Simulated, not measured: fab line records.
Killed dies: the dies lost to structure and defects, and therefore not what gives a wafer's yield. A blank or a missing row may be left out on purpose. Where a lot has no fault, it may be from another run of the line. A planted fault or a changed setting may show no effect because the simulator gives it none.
fab line records	flow sky130
record: lots: 6	wafers: 18	last_day: 49
route steps=708 shown GATE_OXIDE@192 POLY_GATE@204 RES_PROTECT@206 PAD_OPEN@708
lots untouched by any fault: they come from a run of this same line in which no faults occurred
start_h: hours from the record's first day to the start of the lot's first wafer shown	wait_h: hours since the lot's step before	" repeats the value in the row above	L1.1+2: a row that stands for several wafers	- no value present, or no start provided	* or withheld: withheld	< > ~ a bound
route shown NAME@n: names a module that has steps shown in the file, with the first one's number in the route	usual: average and standard deviation across the fault-free wafers	same: alike in all rows	chamber/n: place in a boat	sites: the reading at each site	_std_site: how widely they spread, as a standard deviation	_edge_site: inner sites' mean taken away from outer sites' mean	radius_mm: how far each site lies from the wafer's centre	mask NAME#n: copy n	behind: the tool/chamber that last shaped the wafer	hold: why the lot was held/for how many hours/how that ended	device: the n, p or np transistor that did not switch	end of line: tests of these same wafers at the route's end	a step given without rows: its recipe and nothing more	killed: at the first sort, the dies lost to defects and structure; wafer yield is something else	map: a wafer's dies, x killed, . not, _ none there
set.NAME: the setting as run; set.NAME@STEP: as run at that earlier step	model.NAME: the simulator's own value behind a step, which no gauge read
lots seen at some steps along the route; tables by step, rows by wafer
services: from which hour (start_h, from the record's first day; less than 0 if before it) a tool's chamber was out of use, for how many hours, and why
== steps ==
step: SKY_GATE_OXIDE_COAT_05
recipe: resist: NOVOLAK	spin_rpm: 3000	resist_thk_nm: 1140
step: SKY_GATE_OXIDE_SOFTBAKE_06
recipe: temp_c: 90	time_s: 60	resist: NOVOLAK
step: SKY_GATE_OXIDE_EXPOSE_07
recipe: mask_id: LVOM	na: 0.6	source_shape: conventional	sigma_outer: 0.6	polarization: unpolarized	target_cd_nm: 600	dose_mj: 170
step: SKY_GATE_OXIDE_PEB_08
recipe: temp_c: withheld	time_s: *	resist: NOVOLAK
step: SKY_GATE_OXIDE_DEVELOP_09
recipe: resist: NOVOLAK	developer: TMAH	develop_time_s: 60	dev_temp_c: 23
step: SKY_GATE_OXIDE_OVL_MEAS_10
usual: GATE_OXIDE_OVL: -0.7/1.2
lot.wafer	tool	chamber	start_h	wait_h	GATE_OXIDE_OVL[nm]
L576.1	overlay-02	-	309.60	0.1	-3.3
L576.3	"	-	"	"	-0.2
L576.5	"	-	"	"	-0.7
L578.3	overlay-01	-	328.08	0.1	-1.3
L578.5	"	-	"	"	-0.8
L578.6	"	-	"	"	0.9
L580.3	overlay-01	-	359.83	0.1	0.5
L580.4	"	-	"	"	-0.9
L580.5	"	-	"	"	-2.2
L581.2	overlay-02	-	360.00	0.1	-0.8
L581.4	"	-	"	"	-1.8
L581.6	"	-	"	"	0.4
L593.1	overlay-01	-	454.87	0.1	0.6
L593.2	"	-	"	"	1.1
L593.4	"	-	"	"	-1.6
L594.2	overlay-02	-	478.65	0.1	0.0
L594.3	"	-	"	"	0.6
L594.6	"	-	"	"	-0.2
step: SKY_GATE_OXIDE_IMPLANT_11
recipe: species: B	energy_kev: 10	dose_cm2: 2.6e+12	tilt_deg: withheld
step: SKY_GATE_OXIDE_WET_ETCH_12
recipe: chemistry: dHF	target_depth_nm: 16.8	dry: n2_spin	target: SiO2	dilution: 100:1	temp_c: 25	time_s: 336
step: SKY_GATE_OXIDE_STRIP_13
recipe: chemistry: O2/N2	power_w: 1400	pressure_mtorr: 1500	platen_temp_c: withheld	o2_flow_sccm: 3000	n2_flow_sccm: 300	overash_fraction: 0.5
usual: drypump_motor_current_A: 5.3/0.33	oes_product_au: 0.716/0.0042	strip_time_to_endpoint_s: 14.18/0.046
lot.wafer	tool	chamber	start_h	wait_h	drypump_motor_current_A	oes_product_au	rf_hours_counter_h	strip_time_to_endpoint_s
L576.1	plasma_asher-03	0	309.89	0.0	5.4	0.719	57	14.18
L576.3	"	0	"	"	5.4	0.716	-	14.16
L576.5	"	0	"	"	5.4	0.712	-	14.20
L578.3	plasma_asher-04	1	328.39	0.0	5.8	0.716	-	14.13
L578.5	"	0	"	"	4.7	0.703	-	14.15
L578.6	"	1	"	"	5.8	0.715	-	14.15
L580.3	plasma_asher-03	1	360.14	0.0	5.3	0.716	-	14.16
L580.4	"	0	"	"	5.5	0.711	-	14.13
L580.5	"	0	"	"	5.4	0.712	-	14.11
L581.2	plasma_asher-04	0	360.29	0.0	4.7	0.720	67	14.17
L581.4	"	1	"	"	5.8	0.716	-	14.16
L581.6	"	0	"	"	4.7	0.716	-	14.18
L593.1	plasma_asher-04	0	455.16	0.0	4.7	0.721	2	14.14
L593.2	"	1	"	"	5.8	0.721	2	14.18
L593.4	"	1	"	"	5.8	0.721	-	14.16
L594.2	plasma_asher-01	0	478.94	0.0	5.6	0.718	71	14.13
L594.3	"	1	"	"	5.0	0.718	-	14.18
L594.6	"	0	"	"	5.7	0.711	-	14.12
step: SKY_GATE_OXIDE_TW_MEAS_14
usual: GATE_OXIDE_TW: 225.5/2.4
lot.wafer	tool	chamber	start_h	wait_h	GATE_OXIDE_TW
L576.1	film_metro-01	-	309.99	0.1	227.3
L576.3	"	-	"	"	227.2
L576.5	"	-	"	"	228.5
L578.3	film_metro-02	-	328.48	0.1	222.9
L578.5	"	-	"	"	223.4
L578.6	"	-	"	"	223.4
L580.3	film_metro-01	-	360.23	0.1	228.2
L580.4	"	-	"	"	226.5
L580.5	"	-	"	"	227.0
L581.2	film_metro-02	-	360.40	0.1	222.5
L581.4	"	-	"	"	222.7
L581.6	"	-	"	"	223.2
L593.1	film_metro-02	-	455.26	0.1	223.8
L593.2	"	-	"	"	224.0
L593.4	"	-	"	"	225.0
L594.2	film_metro-01	-	479.05	0.1	229.4
L594.3	"	-	"	"	230.2
L594.6	"	-	"	"	229.8
step: SKY_GATE_OXIDE_CLEAN_15
recipe: chemistry: SC1/SC2	mix: 1:4:20	temp_c: 70	time_s: 150	dry: n2_spin
step: SKY_GATE_OXIDE_OXIDATION_16
recipe: temp_c: 800	ambient: O2	idle_temp_c: 700	ramp_up_c_per_min: 10	ramp_down_c_per_min: 3	stabilise_s: 600	purge_s: 300	target_thk_a: 35.7	ox_time_s: 1915
step: SKY_POLY_GATE_CVD_00
recipe: material: poly-Si	target_thk_nm: 180	temp_c: 620	time_s: 720	pressure_mtorr: 200
usual: spike_tc_centre_C: 619.9/1
lot.wafer	tool	chamber	start_h	wait_h	spike_tc_centre_C	model.poly-Si_of_POLY_GATE_CVD_00.thk_nm
L576.1	lpcvd-01	0	311.63	0.0	619.1	182.6
L576.3	"	0	"	"	619.4	181.3
L576.5	"	0	"	"	619.2	181.1
L578.3	lpcvd-01	1	330.51	0.0	621.7	181.6
L578.5	"	1	"	"	620.3	180.9
L578.6	"	1	"	"	621.0	182.1
L580.3	lpcvd-01	1	363.08	0.0	621.4	180.7
L580.4	"	1	"	"	621.0	183
L580.5	"	1	"	"	620.9	182.1
L581.2	lpcvd-01	0	363.08	0.0	618.8	179.6
L581.4	"	0	"	"	618.7	178.7
L581.6	"	0	"	"	620.5	179.1
L593.1	lpcvd-01	1	456.90	0.0	617.9	98.29
L593.2	"	1	"	"	619.1	98.12
L593.4	"	1	"	"	620.3	98.52
L594.2	lpcvd-01	0	480.68	0.0	618.5	95.34
L594.3	"	0	"	"	619.4	96.94
L594.6	"	0	"	"	619.5	98.02
step: SKY_POLY_GATE_THK_MEAS_01
recipe: reads: poly-Si_of_POLY_GATE_CVD_00
usual: POLY_GATE_CVD_00_THK: 180.2/1.7
lot.wafer	tool	chamber	start_h	wait_h	POLY_GATE_CVD_00_THK[nm]
L576.1	film_metro-02	-	312.83	0.0	182.5
L576.3	"	-	"	"	181.3
L576.5	"	-	"	"	181.0
L578.3	film_metro-04	-	331.73	0.0	181.7
L578.5	"	-	"	"	180.7
L578.6	"	-	"	"	182.1
L581.2	film_metro-01	-	364.29	0.0	179.6
L581.4	"	-	"	"	178.8
L581.6	"	-	"	"	179.1
L580.3	film_metro-02	-	364.30	0.0	180.7
L580.4	"	-	"	"	183.0
L580.5	"	-	"	"	182.1
L593.1	film_metro-01	-	458.10	0.0	98.2
L593.2	"	-	"	"	98.1
L593.4	"	-	"	"	98.5
L594.2	film_metro-02	-	481.89	0.0	95.4
L594.3	"	-	"	"	96.9
L594.6	"	-	"	"	98.0
step: SKY_RES_PROTECT_DEHYDRATE_00
recipe: temp_c: 200	time_s: 60
step: SKY_RES_PROTECT_HMDS_01
recipe: prime_time_s: 60	prime_temp_c: 120
step: SKY_RES_PROTECT_COAT_02
recipe: resist: NOVOLAK	spin_rpm: 3000	resist_thk_nm: 1140
step: SKY_RES_PROTECT_SOFTBAKE_03
recipe: temp_c: 90	time_s: 60	resist: NOVOLAK
step: SKY_RES_PROTECT_EXPOSE_04
recipe: mask_id: RPM	na: 0.6	source_shape: conventional	sigma_outer: 0.6	polarization: unpolarized	target_cd_nm: 1270	dose_mj: 131
step: SKY_RES_PROTECT_PEB_05
recipe: temp_c: withheld	time_s: *	resist: NOVOLAK
step: SKY_RES_PROTECT_DEVELOP_06
recipe: resist: NOVOLAK	developer: TMAH	develop_time_s: 60	dev_temp_c: 23
step: SKY_POLY_GATE_IMPLANT_02
recipe: species: P	energy_kev: 30	dose_cm2: 7.7e+15	tilt_deg: 0
step: SKY_RES_PROTECT_STRIP_07
recipe: chemistry: O2/N2	power_w: 1400	pressure_mtorr: 1500	platen_temp_c: withheld	o2_flow_sccm: 3000	n2_flow_sccm: 300	overash_fraction: 0.5
usual: drypump_motor_current_A: 5.5/0.4	oes_product_au: 0.518/0.0047	strip_time_to_endpoint_s: 23.29/0.037
lot.wafer	tool	chamber	start_h	wait_h	drypump_motor_current_A	oes_product_au	rf_hours_counter_h	strip_time_to_endpoint_s
L576.1	plasma_asher-03	1	339.22	0.1	5.3	0.516	59	23.24
L576.3	"	1	"	"	5.4	0.509	-	23.25
L576.5	"	0	"	"	5.4	0.517	-	23.26
L578.3	plasma_asher-02	0	357.90	0.1	6.4	0.530	-	23.34
L578.5	"	1	"	"	6.0	0.521	-	23.36
L578.6	"	0	"	"	6.4	0.511	-	23.33
L580.3	plasma_asher-04	0	393.35	0.1	4.7	0.519	-	23.31
L580.4	"	1	"	"	5.8	0.514	-	23.37
L580.5	"	1	"	"	5.8	0.516	-	23.27
L581.2	plasma_asher-03	1	393.39	0.1	5.4	0.516	65	23.30
L581.4	"	1	"	"	5.3	0.526	-	23.36
L581.6	"	0	"	"	5.4	0.517	-	23.37
L593.1	plasma_asher-02	1	489.15	0.1	6.0	0.523	32	23.36
L593.2	"	0	"	"	6.4	0.514	32	23.37
L593.4	"	1	"	"	6.0	0.521	-	23.32
L594.2	plasma_asher-04	1	512.87	0.1	5.8	0.518	8	23.37
L594.3	"	1	"	"	5.8	0.522	-	23.32
L594.6	"	1	"	"	5.8	0.522	-	23.34
step: SKY_RES_PROTECT_TW_MEAS_08
usual: POLY_GATE_TW: 4025/20
lot.wafer	tool	chamber	start_h	wait_h	POLY_GATE_TW
L576.1	film_metro-03	-	339.32	0.1	4041
L576.3	"	-	"	"	4047
L576.5	"	-	"	"	4058
L578.3	film_metro-02	-	357.99	0.1	3981
L578.5	"	-	"	"	4011
L578.6	"	-	"	"	4000
L580.3	film_metro-03	-	393.44	0.1	4030
L580.4	"	-	"	"	4029
L580.5	"	-	"	"	4022
L581.2	film_metro-04	-	393.50	0.1	4031
L581.4	"	-	"	"	4030
L581.6	"	-	"	"	4031
L593.1	film_metro-04	-	489.25	0.1	4013
L593.2	"	-	"	"	4010
L593.4	"	-	"	"	3995
L594.2	film_metro-03	-	512.98	0.1	4059
L594.3	"	-	"	"	4060
L594.6	"	-	"	"	4073
step: SKY_RES_PROTECT_CLEAN_09
recipe: chemistry: SC1/SC2	mix: 1:4:20	temp_c: 70	time_s: 150	dry: n2_spin
lot.wafer	tool	chamber	start_h	wait_h	model.poly-Si_of_POLY_GATE_CVD_00.thk_nm
L576.1	wet_bench-01	3	339.38	0.1	181.9
L576.3	"	3	"	"	180.7
L576.5	"	3	"	"	180.5
L578.3	wet_bench-01	0	358.03	0.0	181
L578.5	"	0	"	"	180.2
L578.6	"	0	"	"	181.5
L580.3	wet_bench-04	1	393.48	0.0	180
L580.4	"	1	"	"	182.4
L580.5	"	1	"	"	181.5
L581.2	wet_bench-01	1	393.55	0.0	179
L581.4	"	1	"	"	178.1
L581.6	"	1	"	"	178.5
L593.1	wet_bench-03	1	489.31	0.1	97.65
L593.2	"	1	"	"	97.49
L593.4	"	1	"	"	97.89
L594.2	wet_bench-04	2	513.03	0.0	94.71
L594.3	"	2	"	"	96.32
L594.6	"	2	"	"	97.39
step: SKY_POLY_GATE_CVD_03
recipe: material: Si3N4	precursor: DCS/NH3	target_thk_nm: 75	temp_c: 770	time_s: 1290	pressure_mtorr: 250
step: SKY_POLY_GATE_THK_MEAS_04
recipe: reads: Si3N4_of_POLY_GATE_CVD_03
usual: POLY_GATE_CVD_03_THK: 75.1/0.62
lot.wafer	tool	chamber	start_h	wait_h	POLY_GATE_CVD_03_THK[nm]
L576.1	film_metro-01	-	341.38	0.0	76.3
L576.3	"	-	"	"	75.3
L576.5	"	-	"	"	76.6
L578.3	film_metro-04	-	361.22	0.0	74.9
L578.5	"	-	"	"	75.8
L578.6	"	-	"	"	75.4
L581.2	film_metro-02	-	396.33	0.0	74.7
L581.4	"	-	"	"	74.4
L581.6	"	-	"	"	74.2
L580.3	film_metro-01	-	396.34	0.0	75.1
L580.4	"	-	"	"	75.8
L580.5	"	-	"	"	75.7
L593.1	film_metro-01	-	490.72	0.0	75.5
L593.2	"	-	"	"	76.3
L593.4	"	-	"	"	76.3
L594.2	film_metro-01	-	515.47	0.0	74.5
L594.3	"	-	"	"	74.6
L594.6	"	-	"	"	74.6
step: SKY_POLY_GATE_DEHYDRATE_05
recipe: temp_c: 200	time_s: 60
step: SKY_POLY_GATE_HMDS_06
recipe: prime_time_s: 60	prime_temp_c: 120
step: SKY_POLY_GATE_COAT_07
recipe: resist: BARC	temp_c: withheld	time_s: withheld	spin_rpm: 3000	resist_thk_nm: 110
step: SKY_POLY_GATE_COAT_08
recipe: resist: KrF-thick	spin_rpm: 3000	resist_thk_nm: 450
step: SKY_POLY_GATE_SOFTBAKE_09
recipe: temp_c: 100	time_s: 90	resist: KrF-thick
step: SKY_POLY_GATE_EXPOSE_10
recipe: mask_id: P1M	na: 0.68	source_shape: conventional	sigma_outer: 0.6	target_cd_nm: 150	dose_mj: 28
step: SKY_POLY_GATE_PEB_11
recipe: peb_temp_c: withheld	peb_time_s: withheld	resist: KrF-thick
step: SKY_POLY_GATE_DEVELOP_12
recipe: develop_time_s: 60	resist: KrF-thick	dev_temp_c: 21
step: SKY_POLY_GATE_CD_MEAS_13
recipe: target_cd_nm: 150
usual: cd_nm: 150.8/1.5
lot.wafer	tool	chamber	start_h	wait_h	cd_nm
L576.1	cd_sem-01	-	368.39	-	152.8
L576.3	"	-	"	"	152.1
L576.5	"	-	"	"	153.2
L578.3	cd_sem-01	-	388.95	-	151.4
L578.5	"	-	"	"	152.8
L578.6	"	-	"	"	151.8
L580.3	cd_sem-01	-	426.54	-	149.0
L580.4	"	-	"	"	150.0
L580.5	"	-	"	"	149.3
L581.2	cd_sem-01	-	426.87	-	152.4
L581.4	"	-	"	"	151.1
L581.6	"	-	"	"	151.9
L593.1	cd_sem-02	-	521.10	-	151.3
L593.2	"	-	"	"	150.7
L593.4	"	-	"	"	151.0
L594.2	cd_sem-02	-	545.36	-	150.6
L594.3	"	-	"	"	150.6
L594.6	"	-	"	"	151.1
step: SKY_POLY_GATE_OVL_MEAS_14
usual: POLY_GATE_OVL: 4/4.7
lot.wafer	tool	chamber	start_h	wait_h	POLY_GATE_OVL[nm]
L576.1	overlay-01	-	368.51	0.1	0
L576.3	"	-	"	"	1
L576.5	"	-	"	"	5
L578.3	overlay-01	-	389.05	0.1	4
L578.5	"	-	"	"	-1
L578.6	"	-	"	"	2
L580.3	overlay-02	-	426.63	0.1	10
L580.4	"	-	"	"	10
L580.5	"	-	"	"	7
L581.2	overlay-02	-	426.97	0.1	-1
L581.4	"	-	"	"	6
L581.6	"	-	"	"	0
L593.1	overlay-02	-	521.22	0.1	7
L593.2	"	-	"	"	-2
L593.4	"	-	"	"	2
L594.2	overlay-02	-	545.47	0.1	7
L594.3	"	-	"	"	-2
L594.6	"	-	"	"	12
step: SKY_POLY_GATE_ETCH_15
recipe: chemistry: N2/H2	target: BARC	ion_energy_ev: 200	source_w: 500	bias_w: 100	pressure_mtorr: 30	n2_flow_sccm: 100	h2_flow_sccm: 200	stop_on: SiO2	time_s: 118.5	target_depth_a: 1100
usual: drypump_motor_current_A: 5.7/0.45	oes_product_au: 0.716/0.0046	throttle_valve_pct: 13.213/0.01
lot.wafer	tool	chamber	start_h	wait_h	drypump_motor_current_A	oes_product_au	rf_hours_counter_h	throttle_valve_pct
L576.1	rie_diel-02	2	368.55	0.0	6.6	0.711	3	13.202
L576.3	"	1	"	"	5.6	0.721	5	13.213
L576.5	"	2	"	"	6.5	0.718	-	13.206
L578.3	rie_diel-02	2	389.07	0.0	6.5	0.718	4	13.189
L578.5	"	2	"	"	6.5	0.717	-	13.205
L578.6	"	0	"	"	5.5	0.718	-	13.228
L580.3	rie_diel-04	1	426.65	0.0	4.7	0.711	7	13.210
L580.4	"	2	"	"	6.2	0.715	-	13.210
L580.5	"	3	"	"	5.8	0.714	-	13.202
L581.2	rie_diel-01	1	427.00	0.0	5.5	0.724	6	13.207
L581.4	"	3	"	"	5.5	0.710	9	13.202
L581.6	"	3	"	"	5.5	0.708	-	13.221
L593.1	rie_diel-01	0	521.25	0.0	5.3	0.706	7	13.212
L593.2	"	2	"	"	5.6	0.714	2	13.231
L593.4	"	3	"	"	5.5	0.712	10	13.229
L594.2	rie_diel-04	3	545.50	0.0	5.8	0.714	4	13.207
L594.3	"	0	"	"	6.3	0.716	15	13.199
L594.6	"	0	"	"	6.3	0.716	-	13.222
step: SKY_POLY_GATE_ETCH_16
recipe: stop_on: poly-Si	chemistry: CH3F/O2	target: Si3N4	source_w: 400	bias_w: 80	pressure_mtorr: 25	ch3f_flow_sccm: 40	O2_flow_sccm: 30	time_s: 147.5	target_depth_a: 750
usual: drypump_motor_current_A: 5.7/0.45	oes_product_au: 0.640/0.0048	throttle_valve_pct: 10.535/0.01
lot.wafer	tool	chamber	start_h	wait_h	drypump_motor_current_A	oes_product_au	rf_hours_counter_h	throttle_valve_pct
L576.1	rie_diel-02	2	368.63	0.0	6.5	0.639	3	10.517
L576.3	"	1	"	"	5.5	0.640	5	10.535
L576.5	"	2	"	"	6.5	0.641	-	10.564
L578.3	rie_diel-02	2	389.15	0.0	6.5	0.641	4	10.524
L578.5	"	2	"	"	6.5	0.644	-	10.531
L578.6	"	0	"	"	5.5	0.646	-	10.518
L580.3	rie_diel-04	1	426.74	0.0	4.7	0.636	7	10.539
L580.4	"	2	"	"	6.2	0.642	-	10.552
L580.5	"	3	"	"	5.8	0.642	-	10.518
L581.2	rie_diel-01	1	427.09	0.0	5.5	0.642	6	10.547
L581.4	"	3	"	"	5.5	0.634	9	10.548
L581.6	"	3	"	"	5.5	0.631	-	10.536
L593.1	rie_diel-01	0	521.34	0.0	5.3	0.641	7	10.545
L593.2	"	2	"	"	5.6	0.635	3	10.544
L593.4	"	3	"	"	5.5	0.642	10	10.543
L594.2	rie_diel-04	3	545.58	0.0	5.8	0.639	4	10.549
L594.3	"	0	"	"	6.3	0.637	15	10.542
L594.6	"	0	"	"	6.3	0.635	-	10.532
step: SKY_POLY_GATE_ETCH_17
recipe: target_depth_nm: 180	stop_on: SiO2	over_etch_frac: 0.56667	chemistry: HBr/Cl2	target: poly-Si	icp_w: 400	bias_w: 100	pressure_mtorr: 10	HBr_flow_sccm: 150	Cl2_flow_sccm: 50	time_s: 70.5
usual: drypump_motor_current_A: 5.6/0.55	oes_product_au: 0.987/0.0073	throttle_valve_pct: 33.685/0.0092
lot.wafer	tool	chamber	start_h	wait_h	drypump_motor_current_A	oes_product_au	rf_hours_counter_h	throttle_valve_pct	model.POLY_GATE.feature_depth_nm	model.etch.depth_nm
L576.1	rie_si-01	1	368.73	0.0	5.4	0.987	5	33.688	180.3	180.3
L576.3	"	2	"	"	5.9	0.984	0	33.670	175.8	175.8
L576.5	"	1	"	"	5.4	0.992	-	33.682	180.5	180.5
L578.3	rie_si-01	3	389.25	0.0	4.9	0.982	34	33.682	176.8	176.8
L578.5	"	1	"	"	5.4	0.997	-	33.681	180.2	180.2
L578.6	"	2	"	"	6.0	0.998	-	33.681	177.5	177.5
L580.3	rie_si-02	0	426.84	0.0	6.5	0.979	69	33.675	174.9	174.9
L580.4	"	1	"	"	6.3	0.987	2	33.684	180.3	180.3
L580.5	"	2	"	"	4.9	0.990	-	33.676	179.7	179.7
L581.2	rie_si-01	3	427.19	0.0	4.9	0.975	35	33.694	176.8	176.8
L581.4	"	0	"	"	5.6	0.990	2	33.697	178.1	178.1
L581.6	"	2	"	"	6.0	0.987	-	33.682	176.9	176.9
L593.1	rie_si-01	1	521.43	0.0	5.4	0.674	6	33.701	97.65	97.65
L593.2	"	0	"	"	5.5	0.666	2	33.683	97.49	97.49
L593.4	"	2	"	"	5.9	0.661	1	33.683	97.89	97.89
L594.2	rie_si-01	2	545.68	0.0	5.9	0.650	1	33.682	94.71	94.71
L594.3	"	0	"	"	5.5	0.664	2	33.701	96.32	96.32
L594.6	"	2	"	"	5.9	0.666	-	33.691	97.39	97.39
step: SKY_POLY_GATE_STRIP_18
recipe: chemistry: O2/N2	power_w: 1400	pressure_mtorr: 1500	platen_temp_c: withheld	o2_flow_sccm: 3000	n2_flow_sccm: 300	overash_fraction: 0.5
usual: drypump_motor_current_A: 5.6/0.46	oes_product_au: 0.361/0.0049	strip_time_to_endpoint_s: 3.18/0.037
lot.wafer	tool	chamber	start_h	wait_h	drypump_motor_current_A	oes_product_au	rf_hours_counter_h	strip_time_to_endpoint_s
L576.1	plasma_asher-01	1	368.78	0.0	5.0	0.360	57	3.18
L576.3	"	1	"	"	5.0	0.363	-	3.16
L576.5	"	0	"	"	5.7	0.355	-	3.20
L578.3	plasma_asher-01	1	389.34	0.1	5.0	0.367	-	3.25
L578.5	"	1	"	"	5.0	0.357	-	3.19
L578.6	"	0	"	"	5.7	0.356	-	3.21
L580.3	plasma_asher-03	0	426.92	0.1	5.4	0.352	-	3.19
L580.4	"	1	"	"	5.4	0.360	-	3.19
L580.5	"	1	"	"	5.4	0.355	-	3.16
L581.2	plasma_asher-01	0	427.24	0.0	5.7	0.372	64	3.23
L581.4	"	1	"	"	5.0	0.365	-	3.19
L581.6	"	0	"	"	5.6	0.359	-	3.25
L593.1	plasma_asher-01	1	521.49	0.0	5.0	0.357	76	3.13
L593.2	"	0	"	"	5.6	0.358	76	3.10
L593.4	"	1	"	"	5.0	0.376	-	3.22
L594.2	plasma_asher-01	1	545.73	0.0	5.0	0.360	78	3.16
L594.3	"	1	"	"	5.0	0.370	-	3.18
L594.6	"	0	"	"	5.7	0.365	-	3.21
step: SKY_PAD_OPEN_PROBE_99
usual: killed_at_M0_to_M3: 44/6.9	killed_at_M4_up: 3.0/1.5	killed_at_contacts: 24/5.2	killed_at_front_end: 15/4.1	killed_at_other: 0.4/0.62	killed_dies: 87/9.6	killed_on_rim: 17/3.8	killed_open: 47/7	killed_short: 40/6.2
same: gross_dies: 492	killed_at_back_side: 0
lot.wafer	tool	chamber	start_h	wait_h	killed_at_M0_to_M3	killed_at_M4_up	killed_at_contacts	killed_at_front_end	killed_at_other	killed_dies	killed_on_rim	killed_open	killed_short
L576.1	prober-02	-	1069.62	0.1	56	3	26	21	1	107	18	57	49
L576.3	prober-02	-	1069.72	0.2	50	1	19	14	1	85	17	51	33
L576.5	prober-02	-	1069.82	0.2	47	4	21	25	0	97	22	50	45
L580.3	prober-02	-	1111.24	0.2	58	3	18	11	0	90	18	36	54
L580.4	prober-02	-	1111.29	0.2	42	2	17	11	0	72	14	36	36
L580.5	prober-02	-	1111.34	0.2	46	2	22	19	1	90	22	52	37
killed by level:class
L576.1 VIA1:geometric_particle:open=13 VIA2:geometric_particle:open=11 LOCAL_INTERCONNECT:geometric_particle:short=9 CONTACT:geometric_particle:open=9 METAL2:geometric_particle:short=8 METAL3:geometric_particle:short=5 FIELD_ISO:geometric_particle:open=4 POLY_GATE:geometric_particle:short=4
L576.3 VIA1:geometric_particle:open=11 VIA2:geometric_particle:open=11 METAL1:geometric_particle:short=7 CONTACT:geometric_particle:open=6 VIA3:geometric_particle:open=6 LI_CONTACT:geometric_particle:open=5 LOCAL_INTERCONNECT:geometric_particle:short=5 VIA3:geometric_particle:short=5
L576.5 VIA1:geometric_particle:open=11 VIA3:geometric_particle:open=7 FIELD_ISO:geometric_particle:short=6 LI_CONTACT:geometric_particle:open=6 CONTACT:geometric_particle:short=6 METAL1:geometric_particle:short=6 VIA2:geometric_particle:open=6 CONTACT:geometric_particle:open=5
L580.3 METAL1:geometric_particle:short=11 VIA3:geometric_particle:open=11 VIA1:geometric_particle:open=7 VIA1:geometric_particle:short=6 VIA2:geometric_particle:open=6 VIA3:geometric_particle:short=6 FIELD_ISO:geometric_particle:short=5 LI_CONTACT:geometric_particle:open=5
L580.4 CONTACT:geometric_particle:open=10 VIA1:geometric_particle:open=9 VIA1:geometric_particle:short=8 VIA3:geometric_particle:open=6 VIA3:geometric_particle:short=5 METAL1:geometric_particle:short=4 METAL2:geometric_particle:short=4 CONTACT:geometric_particle:short=3
L580.5 VIA1:geometric_particle:open=12 LI_CONTACT:geometric_particle:open=9 VIA3:geometric_particle:open=8 POLY_GATE:geometric_particle:short=5 CONTACT:geometric_particle:open=5 VIA2:geometric_particle:open=5 FIELD_ISO:geometric_particle:short=4 METAL3:geometric_particle:short=4
== services ==
tool	chamber	start_h	hours	kind
rie_si-01	-	286.18	31.4	repair
rie_diel-02	-	298.90	0.4	repair
rie_diel-01	0	304.37	6.3	repair
lpcvd-01	-	323.39	2.8	pm
rie_diel-02	3	329.71	4.0	repair
lpcvd-01	-	335.51	0.5	repair
rie_si-01	-	337.14	2.8	pm
rie_diel-01	-	356.35	14.6	pm
rie_diel-04	2	365.67	6.1	repair
rie_diel-02	1	375.63	14.3	repair
rie_diel-04	0	410.45	20.4	repair
plasma_asher-04	-	421.25	9.0	pm
plasma_asher-03	-	422.87	0.7	repair
plasma_asher-01	-	423.20	2.0	repair
plasma_asher-04	-	436.05	9.4	repair
plasma_asher-03	-	437.36	2.3	repair
rie_si-01	2	446.25	10.9	repair
plasma_asher-01	-	454.53	1.9	repair
plasma_asher-04	-	461.21	0.4	repair
plasma_asher-04	-	475.84	2.6	repair
plasma_asher-03	-	489.10	1.6	repair
lpcvd-01	-	509.58	14.6	pm
rie_si-01	-	524.54	0.3	repair
plasma_asher-03	-	533.84	0.4	repair
== key ==
first_sign: step: SKY_POLY_GATE_THK_MEAS_01	reading: POLY_GATE_CVD_00_THK	direction: down	sigmas: 50	usual: 180.2	struck: 97.5
effect: step: SKY_POLY_GATE_ETCH_17	reading: oes_product_au	direction: down	sigmas: 44	usual: 0.987	struck: 0.664
model_effect: step: SKY_POLY_GATE_CVD_00	value: poly-Si_of_POLY_GATE_CVD_00.thk_nm	without: 177.8	struck: 97.54
model_effect: step: SKY_RES_PROTECT_CLEAN_09	value: poly-Si_of_POLY_GATE_CVD_00.thk_nm	without: 177.1	struck: 96.91
model_effect: step: SKY_POLY_GATE_ETCH_17	value: POLY_GATE.feature_depth_nm	without: 176.7	struck: 96.91
met_at SKY_POLY_GATE_CVD_00
struck_wafers L593.1,L593.2,L593.4,L594.2,L594.3,L594.6
tester_left_out L593,L594
onset_between 363.08 456.90
also_fits time
fault: kind: process_parameter_drift	tool: lpcvd-01	chamber: -	onset_h: 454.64	steps: SKY_POLY_GATE_CVD_00	channel: target_thk_nm	offset: -80.216	shape: step	end_h: 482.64	stated: 180
tester_left_out: of these lots the tester's yield and bins aren't shown, on N5 and GAA mostly nor the transistor test; their killed dies are dies lost to structure and defects alone, not to doping, threshold or leakage, so they don't give the yield
